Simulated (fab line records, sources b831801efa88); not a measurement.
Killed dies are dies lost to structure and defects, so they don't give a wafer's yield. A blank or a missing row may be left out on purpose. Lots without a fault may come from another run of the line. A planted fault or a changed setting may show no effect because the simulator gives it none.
A struck lot beside a sound one | flow sky130 | 15 steps out of a route of 708
Sound: wafers L274.1, L274.3, L274.4. Struck: wafers L275.1, L275.2, L275.5. The cause comes at the end.
At each step with rows: each side's tool, then ch and its chambers, then its first start. Under that, the readings that differ: sound wafers | struck wafers | difference of the means | sigmas: that difference in standard deviations of wafers without a fault.
alike: readings whose means differ by less than 2 such deviations, and words and numbers that are the same on both sides. not compared: withheld readings, readings that some wafer has no value for, bounds like >300 that may hide the same value, and numbers for which the record gives no deviation and whose values overlap.
The two part at a step that has a row with sigmas, a row that says differs or no value, or rows on one side only. Numbers that don't overlap but have no deviation are shown without sigmas and don't part them. A reading that every wafer of one side lacks parts them only if that side has two wafers or more.

first, 5 steps without rows for these wafers: SKY_VT_ADJUST_LVTN_COAT_02 (resist thk 3000 nm); SKY_VT_ADJUST_LVTN_SOFTBAKE_03; SKY_VT_ADJUST_LVTN_EXPOSE_04 (exposes mask NWM COMPLEMENT LESS NATIVE, target cd 840 nm); SKY_VT_ADJUST_LVTN_PEB_05; SKY_VT_ADJUST_LVTN_DEVELOP_06 (develop time 60 s).
SKY_VT_ADJUST_LVTN_OVL_MEAS_07:
  sound on overlay-02, day 8 20:05; struck on overlay-01, day 9 02:52
  alike: VT_ADJUST_LVTN_OVL
then, 1 step without rows for these wafers: SKY_VT_ADJUST_LVTN_IMPLANT_08.
SKY_VT_ADJUST_LVTN_STRIP_09: strips in O2/N2.
  sound on plasma_asher-04 ch 0,1, day 8 20:16; struck on plasma_asher-02 ch 0,1, day 9 03:08
  reading                      | sound             | struck            | difference | sigmas
  strip_time_to_endpoint_s (s) | 36.82 36.87 36.81 | 37.07 37.03 37.03 | +0.21      | +2
  alike: drypump_motor_current_A, oes_product_au
  not compared: rf_hours_counter_h
SKY_VT_ADJUST_LVTN_TW_MEAS_10:
  sound on film_metro-01, day 8 20:22; struck on film_metro-02, day 9 03:14
  reading           | sound             | struck            | difference | sigmas
  VT_ADJUST_LVTN_TW | 240.2 240.8 240.8 | 243.2 244.2 243.2 | +2.9       | +2
then, 3 steps without rows for these wafers: SKY_VT_ADJUST_LVTN_DEHYDRATE_11 (time 60 s); SKY_VT_ADJUST_LVTN_HMDS_12 (prime time 60 s); SKY_VT_ADJUST_LVTN_COAT_13 (resist thk 1140 nm).
SKY_VT_ADJUST_LVTN_SOFTBAKE_14: time 60 s.
  sound on litho_track-01 ch 0, day 9 06:22; struck on litho_track-01 ch 0, day 9 13:49
  reading                  | sound             | struck            | difference | sigmas
  heater_power_total_W (W) | 56.56 56.58 56.64 | 57.59 57.56 57.51 | +0.96      | +21
  run_length_s (s)         | 89.40 89.50 89.55 | 86.38 86.39 86.39 | -3.10      | -13
  alike: chill_plate_temp_C
then, 1 step without rows for these wafers: SKY_VT_ADJUST_LVTN_EXPOSE_15 (exposes mask HVN STD DERIVED, target cd 600 nm).
-- the record jumps here: 39 days lie between the struck wafers' starts before and after (it left off in module VT_ADJUST_LVTN and takes up again in module PAD_OPEN, whose first step shown is number 708 of the route) --
SKY_PAD_OPEN_PROBE_99:
  sound on prober-01, day 47 19:01; struck on prober-02, day 48 02:42
  alike: killed_at_M0_to_M3, killed_at_M4_up, killed_at_contacts, killed_at_front_end, killed_at_other, killed_dies, killed_open, killed_short

WHERE THEY PART
First at SKY_VT_ADJUST_LVTN_STRIP_09; last, within this record, at SKY_VT_ADJUST_LVTN_SOFTBAKE_14. Later steps at which nothing parts them and some readings are alike: SKY_PAD_OPEN_PROBE_99.

WHY: what the simulator had put in
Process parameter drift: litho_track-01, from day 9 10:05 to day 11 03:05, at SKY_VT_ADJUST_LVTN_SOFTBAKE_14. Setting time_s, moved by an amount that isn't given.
